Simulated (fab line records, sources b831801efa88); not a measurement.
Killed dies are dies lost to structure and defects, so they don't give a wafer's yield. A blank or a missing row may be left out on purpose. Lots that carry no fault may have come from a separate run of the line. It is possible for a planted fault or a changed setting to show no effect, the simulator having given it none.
What tool caused it? | flow gf180mcu | Sampling: 12 lots, 36 wafers, 5 of 602 route steps

== WHAT THE GAUGES SHOWED, per wafer ==
GF_CONTACT_OVL_MEAS_15.
lot  | measured     | on         | CONTACT_OVL (nm)
L603 | day 17 10:10 | overlay-01 | 2 5 -1
L602 | day 17 17:02 | overlay-01 | 5 8 12
L604 | day 18 02:45 | overlay-01 | 2 1 0
L605 | day 18 06:43 | overlay-02 | -2 4 3
L608 | day 19 20:31 | overlay-02 | -14 -5 -13
L612 | day 22 01:41 | overlay-01 | -3 -10 -7
L614 | day 22 03:47 | overlay-02 | 8 -1 12
L617 | day 22 15:59 | overlay-01 | -6 3 -2
L616 | day 22 19:50 | overlay-02 | -17 -9 -9
L618 | day 23 00:44 | overlay-02 | -1 -5 -14
L619 | day 23 07:41 | overlay-01 | -4 3 6
L622 | day 24 00:33 | overlay-02 | 1 5 5

GF_V1_THK_MEAS_01.
lot  | measured     | on           | V1_CVD_00_THK (nm)
L603 | day 18 12:20 | filmMetro-03 | 591 597 598
L602 | day 18 18:48 | filmMetro-03 | 602 606 607
L604 | day 19 04:52 | filmMetro-04 | 604 598 600
L605 | day 19 09:36 | filmMetro-03 | 613 600 604
L608 | day 20 22:14 | filmMetro-03 | 603 594 598
L612 | day 23 02:31 | filmMetro-04 | 590 598 613
L614 | day 23 05:41 | filmMetro-01 | 588 590 602
L617 | day 23 17:13 | filmMetro-03 | 593 584 588
L616 | day 23 20:42 | filmMetro-04 | 604 591 592
L618 | day 24 01:40 | filmMetro-01 | 585 594 599
L619 | day 24 08:16 | filmMetro-03 | 597 599 605
L622 | day 25 02:16 | filmMetro-01 | 590 588 599

== WHAT TOOL EACH LOT RAN ON (gives the tool, then ch and the chambers of the sampled wafers, and finally the start) ==
lot  | GF_CONTACT_ETCH_17                           | GF_M1_COAT_09                    | GF_M1_STRIP_17
L603 | rieDiel-02 ch 0,1, day 17 23:35 or earlier   | lithoTrack-01 ch 0, day 17 23:35 | plasmaAsher-02 ch 0,1, day 18 11:44
L602 | rieDiel-01 ch 0,1,3, day 18 05:28 or earlier | lithoTrack-02 ch 0, day 18 05:28 | plasmaAsher-02 ch 0, day 18 18:12
L604 | rieDiel-01 ch 1,2,3, day 18 15:55 or earlier | lithoTrack-01 ch 0, day 18 15:55 | plasmaAsher-04 ch 0,1, day 19 04:17
L605 | rieDiel-01 ch 0,2, day 18 20:31 or earlier   | lithoTrack-01 ch 0, day 18 20:31 | plasmaAsher-02 ch 0,1, day 19 09:00
L608 | rieDiel-01 ch 0,2, day 20 09:13 or earlier   | lithoTrack-02 ch 0, day 20 09:13 | plasmaAsher-03 ch 0,1, day 20 21:36
L612 | rieDiel-01 ch 0,2, day 22 14:16 or earlier   | lithoTrack-01 ch 0, day 22 14:16 | plasmaAsher-04 ch 0,1, day 23 01:54
L614 | rieDiel-02 ch 1,2,3, day 22 16:58 or earlier | lithoTrack-02 ch 0, day 22 16:58 | plasmaAsher-04 ch 0,1, day 23 05:02
L617 | rieDiel-01 ch 2,3, day 23 05:01 or earlier   | lithoTrack-02 ch 0, day 23 05:01 | plasmaAsher-03 ch 0,1, day 23 16:36
L616 | rieDiel-04 ch 0,2,3, day 23 08:22 or earlier | lithoTrack-01 ch 0, day 23 08:22 | plasmaAsher-03 ch 0,1, day 23 20:06
L618 | rieDiel-02 ch 0,1,2, day 23 13:25 or earlier | lithoTrack-03 ch 0, day 23 13:25 | plasmaAsher-04 ch 0,1, day 24 01:03
L619 | rieDiel-04 ch 1,2,3, day 23 20:07 or earlier | lithoTrack-03 ch 0, day 23 20:07 | plasmaAsher-03 ch 0,1, day 24 07:39
L622 | rieDiel-02 ch 0,3, day 24 13:28 or earlier   | lithoTrack-03 ch 0, day 24 13:28 | plasmaAsher-03 ch 0,1, day 25 01:40
- GF_CONTACT_ETCH_17: etches SiO2 in C4F8/O2/Ar, stops on CoSi2, target depth 860 nm.
- GF_M1_COAT_09: resist thk 1000 nm.
- GF_M1_STRIP_17: strips in O2/N2.

== WHAT THE TOOLS THEMSELVES READ (means of the sampled wafers that have a number; where no wafer has one, the mark that the record gives instead) ==
GF_CONTACT_ETCH_17.
lot  | tool       | biasW (W) | oesProductAu (a.u.)
L603 | rieDiel-02 | 1202      | 0.820
L602 | rieDiel-01 | 1202      | 0.814
L604 | rieDiel-01 | 1198      | 0.817
L605 | rieDiel-01 | 1198      | 0.817
L608 | rieDiel-01 | 1201      | 0.816
L612 | rieDiel-01 | 1198      | 0.815
L614 | rieDiel-02 | 1203      | 0.815
L617 | rieDiel-01 | 1200      | 0.818
L616 | rieDiel-04 | 1197      | 0.811
L618 | rieDiel-02 | 1199      | 0.809
L619 | rieDiel-04 | 1201      | 0.815
L622 | rieDiel-02 | 1200      | 0.814

GF_M1_COAT_09.
lot  | tool          | exhaustPa (Pa)
L603 | lithoTrack-01 | 45.3
L602 | lithoTrack-02 | 45.7
L604 | lithoTrack-01 | 45.4
L605 | lithoTrack-01 | 44.5
L608 | lithoTrack-02 | 43.8
L612 | lithoTrack-01 | 43.4
L614 | lithoTrack-02 | 45.8
L617 | lithoTrack-02 | 46.1
L616 | lithoTrack-01 | 45.2
L618 | lithoTrack-03 | 45.7
L619 | lithoTrack-03 | 46.0
L622 | lithoTrack-03 | 44.7

GF_M1_STRIP_17.
lot  | tool           | drypumpMotorCurrentA (A) | heaterPowerW (W) | o2FlowSccm (sccm) | oesProductAu (a.u.) | platenTempC (C) | stripTimeToEndpointS (s)
L603 | plasmaAsher-02 | 5.3                      | 367              | 2995              | 0.531               | 249.99          | 7.34
L602 | plasmaAsher-02 | 6.1                      | 354              | 2997              | 0.536               | 250.03          | 7.36
L604 | plasmaAsher-04 | 5.7                      | 343              | 2999              | 0.547               | 250.01          | 7.54
L605 | plasmaAsher-02 | 5.6                      | 364              | 3008              | 0.547               | 249.96          | 7.54
L608 | plasmaAsher-03 | 6.0                      | 363              | 3005              | 0.531               | 250.15          | 7.34
L612 | plasmaAsher-04 | 5.9                      | 336              | 3002              | 0.539               | 250.04          | 7.36
L614 | plasmaAsher-04 | 5.9                      | 331              | 3002              | 0.537               | 250.21          | 7.35
L617 | plasmaAsher-03 | 6.0                      | 356              | 3003              | 0.539               | 249.88          | 7.37
L616 | plasmaAsher-03 | 6.2                      | 362              | 3019              | 0.532               | 249.95          | 7.36
L618 | plasmaAsher-04 | 5.7                      | 342              | 3010              | 0.536               | 250.08          | 7.40
L619 | plasmaAsher-03 | 6.2                      | 367              | 2997              | 0.538               | 249.84          | 7.39
L622 | plasmaAsher-03 | 6.0                      | 355              | 2992              | 0.530               | 250.06          | 7.31

== THE ANSWER, worked out from the rows above alone ==
Rule: the lots themselves supply what counts as usual. The widest of any qualifying gaps counts: lots, ordered by their means at a reading, are off when they make up no more than a third of the lots, leave a main group of 4 or more, and stand apart from it by 3 or more times the standard deviation of that group's means. The tables above print the reading to a certain number of digits; a main group whose means all agree to those digits is not used. A lot without any number at a reading at which 4 lots or more have one is off too. Any other lot the step has rows for is counted as sound. First the gauges in route order, then the tools' own readings, where a lot's mean is used as printed above. At the first step where some lot is off, the reading lying furthest off is the one used; lots without a number count as furthest.
Off at GF_M1_STRIP_17 (stripTimeToEndpointS): L604, L605. For the main group the mean is 7.36 s and the standard deviation 0.024.
A tool fits if, at that step or a process step before it, it ran every lot that is off, and no sound lot after the first of them. GF_CONTACT_ETCH_17 gives no start for some lots, so the hours and the order of its lots are those of GF_M1_COAT_09. Of those tried, none fits.

== WHAT THE SIMULATOR PUT IN ==
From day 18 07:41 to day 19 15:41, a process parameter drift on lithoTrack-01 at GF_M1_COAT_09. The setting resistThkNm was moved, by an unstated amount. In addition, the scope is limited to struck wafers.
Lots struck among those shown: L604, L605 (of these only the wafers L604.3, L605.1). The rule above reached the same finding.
